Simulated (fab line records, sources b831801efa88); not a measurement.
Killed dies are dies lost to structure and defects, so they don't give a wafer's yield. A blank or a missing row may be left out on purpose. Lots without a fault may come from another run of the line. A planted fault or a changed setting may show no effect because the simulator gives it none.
A struck lot beside a sound one | flow sfq_line | 14 steps out of a route of 325
Sound: wafers L685.3, L685.4, L685.5. Struck: wafer L702.2. (L702.5, L702.6 of the same lot were not struck and are left out.) The cause comes at the end.
At each step with rows: each side's tool, then ch and its chambers, then its first start. Under that, the readings that differ: sound wafers | struck wafers | difference of the means | sigmas: that difference in standard deviations of wafers without a fault.
alike: readings whose means differ by less than 2 such deviations, and words and numbers that are the same on both sides. not compared: withheld readings, readings that some wafer has no value for, bounds like >300 that may hide the same value, and numbers for which the record gives no deviation and whose values overlap.
The two part at a step that has a row with sigmas, a row that says differs or no value, or rows on one side only. Numbers that don't overlap but have no deviation are shown without sigmas and don't part them. A reading that every wafer of one side lacks parts them only if that side has two wafers or more.

first, 2 steps without rows for these wafers: SFQ_TRILAYER_I3_VIA_STRIP_SOLV_CLEAN_090 (cleans in NMP, time 600 s); SFQ_TRILAYER_M4_DEP_PRE_CLEAN_092 (time 22.5 s).
SFQ_TRILAYER_M4_DEP_SPUTTER_091: material Nb, target thk 200 nm, time 133.3 s.
  sound on pvd_sputter-05, day 32 10:55; struck on pvd_sputter-05, day 39 02:34
  alike: throttle_valve_pct
SFQ_M4_RS_MEAS_924: measures by four-point-probe.
  sound on film_metro-02, day 32 11:02; struck on film_metro-03, day 39 02:41
  alike: M4_NB_RS
then, 6 steps without rows for these wafers: SFQ_TRILAYER_M4_LITHO_COAT_098 (resist thk 62 nm); SFQ_TRILAYER_M4_LITHO_COAT_093 (resist thk 600 nm); SFQ_TRILAYER_M4_LITHO_SOFTBAKE_097; SFQ_TRILAYER_M4_LITHO_EXPOSE_094 (exposes mask M4, target cd 500 nm); SFQ_TRILAYER_M4_LITHO_PEB_096 (peb time 60 s); SFQ_TRILAYER_M4_LITHO_DEVELOP_095 (time 60 s).
-- the record jumps here: 2 days lie between the struck wafers' starts before and after --
SFQ_M4_OVL_MEAS_926:
  sound on overlay-01, day 35 08:04; struck on overlay-01, day 41 06:13
  alike: M4_OVL
SFQ_TRILAYER_M4_BARC_OPEN_METAL_ETCH_123: etches BARC in O2, target depth 125 nm, time 41.7 s.
  sound on rie_metal-01 ch 0,1, day 35 08:07; struck on rie_metal-01 ch 1, day 41 06:14
  reading                                             | sound             | struck | difference                   | sigmas
  oes_product_au (a.u.)                               | 0.683 0.680 0.680 | 0.747  | +0.066                       | +14
  rf_hours_counter_h (h)                              | - - -             | 145    | no value on the sound wafers |
  run_length_s (s)                                    | 69.6 69.4 69.1    | 64.5   | -4.9                         | -6
  model.KrF_of_TRILAYER_M4_LITHO_COAT_093.thk_nm (nm) | 525.2 523.3 523   | 532.9  | +9.1                         |
  alike: chamber_pressure_mTorr, drypump_motor_current_A, he_backside_leak_sccm
  not compared: rf_fwd_power_W
SFQ_TRILAYER_M4_ETCH_METAL_ETCH_096: etches Nb in Cl2/Ar, stops on SiO2, target depth 240 nm, time 120 s.
  sound on rie_metal-01 ch 0,1, day 35 08:12; struck on rie_metal-01 ch 1, day 41 06:18
  reading                                             | sound           | struck | difference                   | sigmas
  rf_hours_counter_h (h)                              | - - -           | 145    | no value on the sound wafers |
  model.KrF_of_TRILAYER_M4_LITHO_COAT_093.thk_nm (nm) | 387.3 382.6 383 | 393    | +9                           |
  alike: chamber_pressure_mTorr, drypump_motor_current_A, he_backside_leak_sccm, oes_product_au, rf_fwd_power_W, run_length_s
SFQ_TRILAYER_M4_STRIP_STRIP_097: strips in O2.
  sound on rie_metal-01 ch 0,1, day 35 08:29; struck on rie_metal-01 ch 1, day 41 06:25
  reading                | sound | struck | difference                   | sigmas
  rf_hours_counter_h (h) | - - - | 145    | no value on the sound wafers |
  alike: chamber_pressure_mTorr, drypump_motor_current_A, he_backside_leak_sccm, oes_product_au

WHERE THEY PART
First at SFQ_TRILAYER_M4_BARC_OPEN_METAL_ETCH_123; last, within this record, at SFQ_TRILAYER_M4_STRIP_STRIP_097.

WHY: what the simulator had put in
Process parameter drift: rie_metal-01, from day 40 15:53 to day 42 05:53, at SFQ_TRILAYER_M4_BARC_OPEN_METAL_ETCH_123. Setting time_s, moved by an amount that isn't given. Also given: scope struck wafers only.
